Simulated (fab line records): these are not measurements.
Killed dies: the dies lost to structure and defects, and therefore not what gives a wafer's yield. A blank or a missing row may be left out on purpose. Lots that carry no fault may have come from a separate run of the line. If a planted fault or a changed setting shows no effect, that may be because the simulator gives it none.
Comparing a struck lot with a sound one	flow gf180mcu	29 out of 602 route steps
Sound: these wafers, L676.2, L676.5, L676.6. Struck: wafers L679.1, L679.3, L679.4. The cause comes at the end.
Each step with rows lists, per side, the tool, then ch with its chambers, then its first start. Under that, the readings that differ: sound wafers	struck wafers	difference of the means	sigmas: that difference in standard deviations of wafers without a fault.
alike: a reading whose means differ by less than 2 such deviations, as well as words and numbers matching on both sides. not compared: withheld readings; readings where some wafer has no value; bounds like >300 that might hide an equal value; numbers whose values overlap and for which the record gives no deviation.
The two part at a step that has a row with sigmas, a row that says differs or no value, or rows on one side only. When numbers do not overlap yet have no deviation, they are printed without sigmas and do not part them. A reading missing from all wafers of one side parts the sides only when that side holds two or more wafers.

first, 3 steps without rows for these wafers: GF_V5_STRIP_19 (strips in post etch residue remover, time 1200 s); GF_V5_CLEAN_20 (cleans in DIW); GF_V5_SPUTTER_21 (material Ti, target thk 15 nm, time 80.02 s).
GF_V5_SPUTTER_22: material TiN, target thk 10 nm, time 40 s.
  struck on pvd_sputter-03, day 29 07:17; sound on pvd_sputter-04, day 28 06:15
  alike: cathode_dc_power_W, throttle_valve_pct
GF_V5_CVD_23: deposits W, target thk 350 nm, time 104.9 s.
  sound on cvd_w-01 ch 0,1, day 28 06:17; struck on cvd_w-02 ch 0,1, day 29 07:19
  alike: heater_power_w
  not compared: since_wet_clean_h
GF_V5_RS_MEAS_24: a four-point-probe measurement.
  struck on film_metro-03, day 29 07:26; sound on film_metro-01, day 28 06:25
  alike: V5_W_RS
GF_V5_THK_MEAS_25: measures by xrf.
  struck on film_metro-03, day 29 07:33; sound on film_metro-01, day 28 06:32
  alike: V5_W_THK
then, 1 step without rows for these wafers: GF_V5_CMP_26 (polishes, stops on SiO2, t overpolish 15 s, target thk 0 nm).
GF_TOP_METAL_SPUTTER_00: material Ti, target thk 37.5 nm, time 150 s.
  struck on pvd_sputter-01, day 29 07:55; sound on pvd_sputter-01, day 28 06:53
  alike: cathode_dc_power_W, throttle_valve_pct
then, 3 steps without rows for these wafers: GF_TOP_METAL_SPUTTER_01 (material TiN, target thk 30 nm, time 25 s); GF_TOP_METAL_SPUTTER_02 (material AlCu, target thk 900 nm, time 47.82 s); GF_TOP_METAL_SPUTTER_03 (material Ti, target thk 5 nm, time 3.3 s).
GF_TOP_METAL_SPUTTER_04: material TiN, target thk 25 nm, time 20.8 s.
  struck on pvd_sputter-01, day 29 08:06; sound on pvd_sputter-01, day 28 07:04
reading	sound	struck	difference	sigmas
cathode_dc_power_W (W)	6498.6 6500.0 6499.4	5980.9 5981.7 5982.6	-517.6	-99 or more
model.TiN_of_TOP_METAL_SPUTTER_04.thk_nm (nm)	25.01 25.05 25.24	23.08 22.92 23.21	-2.03	
  alike: throttle_valve_pct
GF_TOP_METAL_RS_MEAS_05: a four-point-probe measurement.
  struck on film_metro-04, day 29 08:08; sound on film_metro-03, day 28 07:07
  alike: TOP_METAL_ALCU_RS
GF_TOP_METAL_THK_MEAS_06: measures by xrf.
  struck on film_metro-04, day 29 08:15; sound on film_metro-03, day 28 07:14
  alike: TOP_METAL_ALCU_THK
then, 7 steps without rows for these wafers: GF_TOP_METAL_DEHYDRATE_07 (time 60 s); GF_TOP_METAL_HMDS_08 (prime time 60 s); GF_TOP_METAL_COAT_09 (resist thk 1500 nm); GF_TOP_METAL_SOFTBAKE_10 (time 60 s); GF_TOP_METAL_EXPOSE_11 (exposes mask MetalTop, target cd 440 nm); GF_TOP_METAL_PEB_12; GF_TOP_METAL_DEVELOP_13 (develop time 60 s).
GF_TOP_METAL_CD_MEAS_14: target cd 440 nm.
  struck on cd_sem-01, day 30 02:37; sound on cd_sem-02, day 29 02:32
  alike: cd_nm
GF_TOP_METAL_OVL_MEAS_15:
  struck on overlay-01, day 30 02:44; sound on overlay-01, day 29 02:38
  alike: TOP_METAL_OVL
GF_TOP_METAL_METAL_ETCH_16: etches the open film in Cl2/BCl3, stops on SiO2, target depth 1197 nm, time 199.5 s.
  sound on rie_metal-04 ch 1, day 29 02:44; struck on rie_metal-04 ch 0,1, day 30 02:46
reading	sound	struck	difference	sigmas
bias_w (W)	139.1 139.3 139.5	140.4 140.8 140.9	+1.4	+3
  alike: drypump_motor_current_A, mfc_cl2_sccm, oes_product_au, rf_fwd_power_W, throttle_valve_pct
  not compared: rf_hours_counter_h
GF_TOP_METAL_STRIP_17: strips in O2/N2.
  sound on plasma_asher-04 ch 0,1, day 29 03:03; struck on plasma_asher-03 ch 0,1, day 30 02:58
reading	sound	struck	difference	sigmas
heater_power_w (W)	288 286 264	344 367 343	+72	+2
  alike: drypump_motor_current_A, oes_product_au, strip_time_to_endpoint_s
  not compared: rf_hours_counter_h
GF_TOP_METAL_STRIP_18: strips in post etch residue remover, time 1200 s.
  sound on wet_bench-04 ch 1, day 29 03:09; struck on wet_bench-02 ch 3, day 30 03:04
reading	sound	struck	difference	sigmas
model.TiN_of_TOP_METAL_SPUTTER_04.thk_nm (nm)	24.59 24.63 24.82	22.66 22.5 22.79	-2.03	
  alike: temp_c
then, 1 step without rows for these wafers: GF_TOP_METAL_CLEAN_19 (cleans in DIW).
GF_PASSIVATION_PROBE_99:
  the record has rows for the sound wafers here (prober-01, day 30 01:03) and none for the struck ones

== WHERE THEY PART ==
Last at GF_PASSIVATION_PROBE_99 as far as this record goes, first at GF_TOP_METAL_SPUTTER_04.

WHY: what had been put in by the simulator
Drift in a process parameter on pvd_sputter-01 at GF_TOP_METAL_SPUTTER_04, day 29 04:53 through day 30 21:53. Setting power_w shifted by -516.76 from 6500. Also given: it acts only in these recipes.
